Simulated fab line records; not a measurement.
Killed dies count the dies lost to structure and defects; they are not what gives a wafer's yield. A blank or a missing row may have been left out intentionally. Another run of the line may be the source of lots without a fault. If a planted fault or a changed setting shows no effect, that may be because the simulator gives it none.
The same fault as seen by 2 desks    flow gf180mcu    what lay behind the numbers comes last; until then each desk has only its own

AT THE METROLOGY DESK
What the gauges read for every lot (on any tool): the sampled wafers with a number, averaged. Any lot whose mean is over 4 standard deviations away from the usual mean is out of limits and marked OUT; that distance is given in the brackets.
Columns: A = M1_ALCU_RS at GF_M1_RS_MEAS_05, usual 0.0692 ohm/sq
lot   first seen here  A
L295  day 15 23:08     0.0697
L296  day 16 14:59     0.0692
L297  day 16 23:40     0.0693
L299  day 17 14:08     0.0699
L300  day 18 00:13     0.0695
L301  day 18 09:36     0.0697
L302  day 18 21:24     0.0686
L305  day 20 05:26     0.0691
L308  day 21 05:47     0.0682
L310  day 21 18:59     0.0698
L311  day 22 01:47     0.0695
L314  day 23 01:14     0.0356 (-58) OUT
L315  day 23 07:08     0.0688
L316  day 23 17:47     0.0359 (-57) OUT
This desk finds L314, L316 out of limits, with the earliest case on L314 at day 23 01:14 (M1_ALCU_RS at GF_M1_RS_MEAS_05). L295, L296, L297, L299, L300, L301, L302, L305, L308, L310, L311, L315: within limits.

FOR THE TOOL OWNER'S DESK: pvd sputter-02
The tool's own readings at GF_M1_SPUTTER_02 (material AlCu, target thk 450 nm, time 23.9 s): means of the sampled wafers that have a number, for each lot that ran on this tool. Any lot whose mean is over 4 standard deviations away from the usual mean is out of limits and marked OUT; that distance is given in the brackets.
Columns: A = throttle valve pct at GF_M1_SPUTTER_02, usual 30.0 %
lot   first seen here  A
L299  day 17 14:02     30.1
L300  day 18 00:08     30.0
L301  day 18 09:31     30.4
L302  day 18 21:17     30.3
L305  day 20 05:20     29.8
L308  day 21 05:42     30.4
L310  day 21 18:52     29.9
L311  day 22 01:41     30.0
L314  day 23 01:07     30.2
L316  day 23 17:41     30.4
This desk's verdict: no lot among the 10 shows anything out of limits.

PUT TOGETHER
Metrology desk: alarm possible at day 23 01:14 on L314, L316.
The tool owner's desk saw nothing out of limits.
On record at the tool owner's desk: L314, L316, within its limits.
Of the lots named, all ran GF_M1_SPUTTER_02 on pvd sputter-02.

WHAT THE SIMULATOR HAD INSERTED
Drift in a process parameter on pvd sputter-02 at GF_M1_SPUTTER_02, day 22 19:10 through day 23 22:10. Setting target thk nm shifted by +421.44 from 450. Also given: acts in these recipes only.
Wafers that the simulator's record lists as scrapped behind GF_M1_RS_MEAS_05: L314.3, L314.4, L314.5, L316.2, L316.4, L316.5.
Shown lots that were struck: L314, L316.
Per desk, hours elapsed from the start of the fault to the first reading out of limits: for the metrology desk, 6.
